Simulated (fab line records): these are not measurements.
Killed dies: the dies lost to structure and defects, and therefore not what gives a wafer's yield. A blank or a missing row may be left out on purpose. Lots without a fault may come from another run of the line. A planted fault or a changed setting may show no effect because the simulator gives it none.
Which of the tools did it?    flow sky130    Sampling: 12 lots, 36 wafers, 2 of 708 route steps

## WHAT THE GAUGES SHOWED, per wafer
SKY_VIA3_OVL_MEAS_13.
lot   measured      on          VIA3_OVL (nm)
L842  day 40 13:30  overlay-02  -1 -8 -10
L843  day 40 17:46  overlay-02  -6 -3 -4
L848  day 40 18:51  overlay-02  1 2 14
L851  day 42 02:55  overlay-02  -7 -7 -9
L856  day 46 08:16  overlay-01  4 -3 -1
L854  day 46 08:40  overlay-02  -4 1 -6
L860  day 46 09:39  overlay-01  2 -2 -2
L855  day 46 08:55  overlay-01  4 2 2
L852  day 46 10:52  overlay-02  3 -4 1
L857  day 46 17:04  overlay-02  8 -7 6
L864  day 46 20:18  overlay-01  3 7 -3
L859  day 46 21:55  overlay-01  0 -2 -1

## TOOL THAT RAN EACH LOT (tool first, then ch and the chambers of the sampled wafers, then the start)
lot   SKY_METAL3_SPUTTER_02
L842  pvd_sputter-01, day 37 09:56
L843  pvd_sputter-03, day 37 13:13
L848  pvd_sputter-02, day 37 16:21
L851  pvd_sputter-01, day 39 01:03
L856  pvd_sputter-03, day 43 10:12
L854  pvd_sputter-03, day 43 11:48
L860  pvd_sputter-02, day 43 12:59
L855  pvd_sputter-01, day 43 13:09
L852  pvd_sputter-03, day 43 13:55
L857  pvd_sputter-01, day 43 17:12
L864  pvd_sputter-01, day 43 19:22
L859  pvd_sputter-01, day 43 21:12
- SKY_METAL3_SPUTTER_02: material AlCu, target thk 735 nm, time 39.1 s.

## WHAT THE TOOLS THEMSELVES READ (means of the sampled wafers that have a number; where no wafer has one, the mark that the record gives instead)
SKY_METAL3_SPUTTER_02.
lot   tool            chamber_pressure_pa (Pa)  throttle_valve_pct (%)
L842  pvd_sputter-01  0.3998                    30.4
L843  pvd_sputter-03  0.3991                    29.1
L848  pvd_sputter-02  0.4009                    29.7
L851  pvd_sputter-01  0.3997                    30.1
L856  pvd_sputter-03  0.4012                    29.4
L854  pvd_sputter-03  0.3994                    29.6
L860  pvd_sputter-02  0.4003                    30.5
L855  pvd_sputter-01  0.4007                    30.2
L852  pvd_sputter-03  0.4001                    30.3
L857  pvd_sputter-01  0.4000                    29.9
L864  pvd_sputter-01  0.3997                    29.4
L859  pvd_sputter-01  0.4004                    29.6

## THE ANSWER, worked out from the rows above alone
Rule: usual is defined by the lots themselves. The widest of any qualifying gaps counts: lots, ordered by their means at a reading, are off when they make up no more than a third of the lots, leave a main group of 4 or more, and stand apart from it by 3 or more times the standard deviation of that group's means. Not used: any main group whose means are identical at the precision the tables above print for the reading. A lot without any number at a reading at which 4 lots or more have one is off too. The other lots that the step has rows for count as sound. The gauges are gone through in route order, then the tools' own readings, and for those a lot's mean is taken as printed above. At the first step where some lot is off, the reading lying furthest off is the one used; lots without a number count as furthest.
No lot is off on any of the readings shown, so nothing can be concluded from this.

## WHAT HAD BEEN PUT IN BY THE SIMULATOR
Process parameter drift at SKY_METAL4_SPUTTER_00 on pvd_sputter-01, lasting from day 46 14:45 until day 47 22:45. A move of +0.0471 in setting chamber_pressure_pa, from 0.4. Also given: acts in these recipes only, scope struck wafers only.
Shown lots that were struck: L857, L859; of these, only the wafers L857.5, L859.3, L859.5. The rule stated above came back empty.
